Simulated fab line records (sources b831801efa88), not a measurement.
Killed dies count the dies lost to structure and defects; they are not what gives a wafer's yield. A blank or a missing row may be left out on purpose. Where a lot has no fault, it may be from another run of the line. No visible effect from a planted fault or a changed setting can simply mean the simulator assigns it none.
Chamber matching :: flow sky130 :: SKY_VIA2_ETCH_14 on rieDiel-02: 4 sister chambers
The step etches BARC in N2/H2, stops on SiO2, time 45.9 s, target depth 60 nm. 4 wafers are shown with their chamber, then 11 later ones without.

== WAFERS, EACH WITH ITS CHAMBER ==
wafer: L088.2
chamber: 0
drypumpMotorCurrentA (A): 5.2

wafer: L089.5
chamber: 2
drypumpMotorCurrentA (A): 6.0

wafer: L089.6
chamber: 3
drypumpMotorCurrentA (A): 5.5

wafer: L090.2
chamber: 1
drypumpMotorCurrentA (A): 5.2

== WAFERS WHOSE CHAMBER IS MISSING ==
wafer: L090.3
drypumpMotorCurrentA (A): 5.5

wafer: L090.4
drypumpMotorCurrentA (A): 5.1

wafer: L091.1
drypumpMotorCurrentA (A): 6.1

wafer: L091.4
drypumpMotorCurrentA (A): 5.2

wafer: L091.6
drypumpMotorCurrentA (A): 5.5

wafer: L096.1
drypumpMotorCurrentA (A): 6.0

wafer: L096.2
drypumpMotorCurrentA (A): 5.2

wafer: L096.3
drypumpMotorCurrentA (A): 5.2

wafer: L096.4
drypumpMotorCurrentA (A): 5.5

wafer: L096.5
drypumpMotorCurrentA (A): 5.2

wafer: L096.6
drypumpMotorCurrentA (A): 5.2

== EACH ONE'S CHAMBER ==
wafer: L090.3
from the rows above: 3
in truth: 3

wafer: L090.4
from the rows above: can't be placed: 0 or 1
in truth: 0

wafer: L091.1
from the rows above: 2
in truth: 2

wafer: L091.4
from the rows above: can't be placed: 0 or 1
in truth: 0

wafer: L091.6
from the rows above: 3
in truth: 3

wafer: L096.1
from the rows above: 2
in truth: 2

wafer: L096.2
from the rows above: can't be placed: 0 or 1
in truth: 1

wafer: L096.3
from the rows above: can't be placed: 0 or 1
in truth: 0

wafer: L096.4
from the rows above: 3
in truth: 3

wafer: L096.5
from the rows above: can't be placed: 0 or 1
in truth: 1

wafer: L096.6
from the rows above: can't be placed: 0 or 1
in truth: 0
5 of 11 placed correctly. Cannot be placed on the basis of these rows: 6; the candidates contain the true chamber in 6. Placed wrongly: 0.
How it was worked out, from the rows above alone: a wafer's distance from a chamber is the root of the sum, over the readings, of the square of ((its reading less the chamber's mean) divided by the reading's scatter). If the next closest chamber is less than 2 further off than the closest, the wafer can't be placed; otherwise it belongs to the closest. A chamber's mean is the mean of its shown wafers. The scatter (one wafer shown for each chamber): square how far every hidden wafer sits from the nearest shown wafer, average those squares and take the square root.
